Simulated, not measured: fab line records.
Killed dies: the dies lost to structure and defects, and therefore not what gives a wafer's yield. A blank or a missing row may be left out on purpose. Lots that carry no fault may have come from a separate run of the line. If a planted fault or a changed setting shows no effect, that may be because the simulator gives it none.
Chamber matching | flow gf180mcu | 3 sister chambers for GF_V5_CVD_02 on pecvd-02
The step deposits SiO2 from TEOS, target thk 1450 nm, time 163.28 s. 6 wafers are shown with their chamber, then 7 later ones without.

## WAFERS WITH THEIR CHAMBER
wafer  | chamber | heater_power_w (W)
L083.2 | 0       | 541
L090.1 | 1       | 649
L090.2 | 2       | 695
L090.3 | 0       | 659
L091.1 | 2       | 659
L091.2 | 1       | 599

## WAFERS WHOSE CHAMBER IS MISSING
wafer  | heater_power_w (W)
L091.3 | 588
L091.4 | 628
L091.5 | 640
L091.6 | 541
L093.4 | 517
L093.5 | 537
L093.6 | 515

## THE CHAMBER EACH PASSED THROUGH
wafer  | from the rows above          | in truth
L091.3 | can't be placed: 0 or 1 or 2 | 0
L091.4 | can't be placed: 1 or 0 or 2 | 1
L091.5 | can't be placed: 1 or 2 or 0 | 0
L091.6 | can't be placed: 0 or 1 or 2 | 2
L093.4 | can't be placed: 0 or 1 or 2 | 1
L093.5 | can't be placed: 0 or 1 or 2 | 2
L093.6 | can't be placed: 0 or 1 or 2 | 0
0 of 7 placed correctly. Unplaceable from these rows: 7, with the true chamber sitting among the candidates in 7. Placed wrongly: 0.
How it was worked out, from the rows above alone: a wafer's distance from a chamber is the root of the sum, over the readings, of the square of ((its reading less the chamber's mean) divided by the reading's scatter). The wafer belongs to the nearest chamber; if the next one is less than 2 further off, it can't be placed. Each chamber's mean is taken over the wafers shown for it. The scatter: the root of (the sum of the squares of (reading less its chamber's mean) over the shown wafers, divided by (wafers less chambers)).
